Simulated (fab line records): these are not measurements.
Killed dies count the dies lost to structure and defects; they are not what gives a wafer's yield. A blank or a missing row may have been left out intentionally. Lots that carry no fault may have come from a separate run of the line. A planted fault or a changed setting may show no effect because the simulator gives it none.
Struck lot and sound lot, side by side ; flow sky130 ; 14 out of 708 route steps
Sound: these wafers, L470.1, L470.2, L470.5. Wafers L465.2, L465.3, L465.5 were the ones struck. The cause is named last.
For every step that has rows: the tool of each side, followed by ch and its chambers, followed by its first start. Under that, the readings that differ: sound wafers ; struck wafers ; difference of the means ; sigmas: that difference in standard deviations of wafers without a fault.
alike: readings whose means differ by less than 2 such deviations, and words and numbers that are the same on both sides. not compared: withheld readings, readings that some wafer has no value for, bounds like >300 that may hide the same value, and numbers for which the record gives no deviation and whose values overlap.
A row with sigmas, a row that says differs or no value, or rows on one side alone: a step with any of these is where the two part. When numbers do not overlap yet have no deviation, they are printed without sigmas and do not part them. A reading missing from all wafers of one side parts the sides only when that side holds two or more wafers.

first, 2 steps without rows for these wafers: SKY_METAL2_CLEAN_23 (cleans in O3/DIW); SKY_VIA2_HDPCVD_00 (deposits SiO2, target thk 1180 nm, time 196.7 s).
SKY_VIA2_THK_MEAS_01:
  sound on film-metro-01, day 37 12:45; struck on film-metro-03, day 36 09:06
  alike: VIA2_HDPCVD_THK
SKY_VIA2_CMP_02: polishes SiO2.
  sound on cmp-02 ch 1,2, day 37 12:49; struck on cmp-01 ch 0,1,2, day 36 09:09
  alike: motor-current-A, slurry-filter-dp-kPa
SKY_VIA2_BOW_MEAS_03:
  sound on film-metro-03, day 37 13:07; struck on film-metro-01, day 36 09:28
  alike: VIA2_BOW
then, 7 steps without rows for these wafers: SKY_VIA2_DEHYDRATE_04 (time 60 s); SKY_VIA2_HMDS_05 (prime time 60 s); SKY_VIA2_COAT_06 (resist thk 60 nm); SKY_VIA2_COAT_07 (resist thk 450 nm); SKY_VIA2_SOFTBAKE_08 (time 90 s); SKY_VIA2_EXPOSE_09 (exposes mask VIM2, target cd 200 nm); SKY_VIA2_PEB_10.
SKY_VIA2_DEVELOP_11: develop time 60 s.
  sound on litho-track-01 ch 0, day 38 14:00; struck on litho-track-03, day 37 11:00
  no value came back on the struck wafers for chill-plate-temp-C (C), develop-time-s (s); on the sound wafers chill-plate-temp-C (C) reads 23.16 22.92 23.02
reading;sound;struck;difference;sigmas
model.KrF-thick_of_VIA2_COAT_07.thk-nm (nm);435 435.4 435.9;452.9 452 451;+16.5;
SKY_VIA2_CD_MEAS_12 targets a cd of 200 nm.
  sound on cd-sem-01, day 38 15:02; struck on cd-sem-01, day 37 11:33
reading;sound;struck;difference;sigmas
cd-nm (nm);200.4 201.4 200.0;- - -;no value on the struck wafers;

## WHERE THEY PART
First at SKY_VIA2_DEVELOP_11; last, within this record, at SKY_VIA2_CD_MEAS_12.

WHY: the cause the simulator had injected
Skipped step whole: litho-track-03, from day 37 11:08 on, at SKY_VIA2_DEVELOP_11. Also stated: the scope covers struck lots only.
